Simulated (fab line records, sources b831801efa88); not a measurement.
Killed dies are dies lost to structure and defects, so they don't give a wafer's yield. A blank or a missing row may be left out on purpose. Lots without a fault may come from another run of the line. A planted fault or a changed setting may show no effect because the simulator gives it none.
Which tool did it? | flow sky130 | 6 lots, 17 wafers sampled, at 2 steps of a route of 708

WHAT THE GAUGES READ, wafer by wafer
SKY_FIELD_ISO_THK_MEAS_25.
lot  | measured    | on            | FIELD_ISO_CVD_24_THK (nm)
L826 | day 3 17:06 | film_metro-04 | 600 607 603
L828 | day 4 02:42 | film_metro-03 | 602 601 599
L830 | day 4 11:14 | film_metro-04 | 587 597 594
L832 | day 4 20:59 | film_metro-01 | 592 603 592
L836 | day 5 12:35 | film_metro-03 | 591 602 594
L841 | day 6 14:36 | film_metro-04 | 604 688 604 688

WHICH TOOL RAN EACH LOT (tool, then ch and the chambers of the sampled wafers, then the start)
lot  | SKY_FIELD_ISO_CVD_24
L826 | hdpcvd-02 ch 0,2, day 3 16:58
L828 | hdpcvd-02 ch 0,2, day 4 02:37
L830 | hdpcvd-02 ch 1,2, day 4 11:08
L832 | hdpcvd-01 ch 0,1,2, day 4 20:54
L836 | hdpcvd-01 ch 0,1,2, day 5 12:29
L841 | hdpcvd-02 ch 0,1, day 6 14:31
- SKY_FIELD_ISO_CVD_24: deposits SiO2, target thk 595 nm, time 99.2 s.

THE ANSWER, worked out from the rows above alone
Rule: what is usual is taken from the lots themselves. Put in order of their means at a reading, lots are off if they are a third of the lots or fewer, leave a main group of 4 or more, and stand apart from it by a gap of 3 or more times the standard deviation of the main group's means; of several such gaps the widest counts. A main group whose means are all the same, to the digits that the tables above print for the reading, isn't used. A lot without any number at a reading at which 4 lots or more have one is off too. The other lots that the step has rows for count as sound.
Off: L841, at SKY_FIELD_ISO_THK_MEAS_25 (FIELD_ISO_CVD_24_THK). The main group: mean 598 nm, standard deviation 3.8.
A tool fits if, at a process step before that reading, it ran every lot that is off, and no sound lot after the first of them. The gauges at SKY_FIELD_ISO_THK_MEAS_25 are tried like those tools. Can't be told from this: 2 tools fit, hdpcvd-02 at SKY_FIELD_ISO_CVD_24, film_metro-04 at SKY_FIELD_ISO_THK_MEAS_25.

WHAT THE SIMULATOR HAD PUT IN
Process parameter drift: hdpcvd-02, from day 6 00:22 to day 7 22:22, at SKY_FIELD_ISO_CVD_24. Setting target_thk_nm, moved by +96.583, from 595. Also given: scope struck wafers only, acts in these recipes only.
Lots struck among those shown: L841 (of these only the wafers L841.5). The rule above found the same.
